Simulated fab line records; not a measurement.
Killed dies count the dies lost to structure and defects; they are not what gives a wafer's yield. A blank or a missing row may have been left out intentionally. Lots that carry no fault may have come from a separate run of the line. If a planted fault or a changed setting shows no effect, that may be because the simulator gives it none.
Commonality check across tools | flow gf180mcu | Sampled: 12 lots, 36 wafers

## REASON IT WAS OPENED
2 of 12 lots carry a flag on the reading HV_LDD_RS at GF_HV_LDD_RS_MEAS_53. Wafers without a fault read 418.2 ohm/sq, standard deviation 0.87.
Rule: a lot is flagged when every wafer of it that has a number lies more than 4 standard deviations from that mean, or none has a number. All remaining lots are regarded as sound.

lot  | measured     | on            | HV_LDD_RS (ohm/sq), wafer by wafer | flag
L709 | day 12 09:37 | film_metro-02 | 418.7 420.1 420.2                  |
L710 | day 13 04:00 | film_metro-04 | 417.7 419.5 418.1                  |
L714 | day 14 12:08 | film_metro-04 | 418.0 418.2 417.6                  |
L715 | day 14 21:30 | film_metro-01 | 418.2 417.9 418.0                  |
L717 | day 15 05:14 | film_metro-04 | 418.2 418.0 418.3                  |
L719 | day 15 18:31 | film_metro-01 | 418.8 418.5 417.2                  |
L720 | day 16 02:53 | film_metro-01 | 416.8 417.5 418.1                  |
L724 | day 17 09:17 | film_metro-04 | 417.9 418.4 417.7                  |
L725 | day 17 18:33 | film_metro-04 | 427.2 427.3 427.8                  | FLAGGED
L726 | day 18 04:08 | film_metro-02 | 427.3 427.4 425.9                  | FLAGGED
L727 | day 18 07:17 | film_metro-01 | 419.4 419.4 418.8                  |
L732 | day 19 21:47 | film_metro-04 | 416.8 417.5 417.3                  |
On average the flagged lots' numbers are 427.1 ohm/sq, which is +8.9 ohm/sq against the usual, or +10 standard deviations.

## WHICH TOOL EACH LOT WENT THROUGH
The record holds 1 process step before the reading, out of a route of 602 steps. In each cell: the tool, then ch and the chambers that the sampled wafers went through, then the start.
lot  | flag    | GF_HV_LDD_IMPLANT_34
L709 |         | implanter-03 ch 0, day 11 12:36
L710 |         | implanter-01 ch 0, day 12 07:10
L714 |         | implanter-03 ch 0, day 13 14:25
L715 |         | implanter-04 ch 0, day 13 23:55
L717 |         | implanter-04 ch 0, day 14 06:41
L719 |         | implanter-01 ch 0, day 14 20:13
L720 |         | implanter-01 ch 0, day 15 03:28
L724 |         | implanter-01 ch 0, day 16 09:58
L725 | FLAGGED | implanter-04 ch 0, day 16 18:44
L726 | FLAGGED | implanter-04 ch 0, day 17 04:50
L727 |         | implanter-03 ch 0, day 17 07:46
L732 |         | implanter-01 ch 0, day 18 20:53
These steps, and what they do:
- GF_HV_LDD_IMPLANT_34
- GF_HV_LDD_RS_MEAS_53: measures by four-point-probe.

## FLAGGED OVER TOTAL, TOOL BY TOOL (the gauges that took the reading come last)
step                 | tool          | lots run | flagged | share of the flagged lots | sound lots run after its first flagged lot
GF_HV_LDD_IMPLANT_34 | implanter-01  | 5        | 0       | none                      | -
GF_HV_LDD_IMPLANT_34 | implanter-03  | 3        | 0       | none                      | -
GF_HV_LDD_IMPLANT_34 | implanter-04  | 4        | 2       | all                       | 0
GF_HV_LDD_RS_MEAS_53 | film_metro-01 | 4        | 0       | none                      | -
GF_HV_LDD_RS_MEAS_53 | film_metro-02 | 2        | 1       | some                      | 0
GF_HV_LDD_RS_MEAS_53 | film_metro-04 | 6        | 1       | some                      | 1 (L732)

## THE TABLE: WHAT IT ALLOWS
Rows of the table that ran each flagged lot: 1, that is implanter-04 at GF_HV_LDD_IMPLANT_34.
- implanter-04 at GF_HV_LDD_IMPLANT_34 ran 4 lots, 2 of them flagged. A fault beginning between L717 (day 14 06:41), its last sound lot, and L725 (day 16 18:44), its first flagged one, fits the data. Its own readings (dose_ions_cm2, faraday_current_uA) fall more than 4 standard deviations out on all wafers of the flagged lots.
implanter-04 at GF_HV_LDD_IMPLANT_34 is the single tool remaining.

## WHAT THE SIMULATOR HAD INSERTED
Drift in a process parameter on implanter-04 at GF_HV_LDD_IMPLANT_34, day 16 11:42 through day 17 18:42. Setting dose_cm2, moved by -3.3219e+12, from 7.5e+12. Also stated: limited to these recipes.
Lots struck among those shown: L725, L726. The rule above reached the same finding.
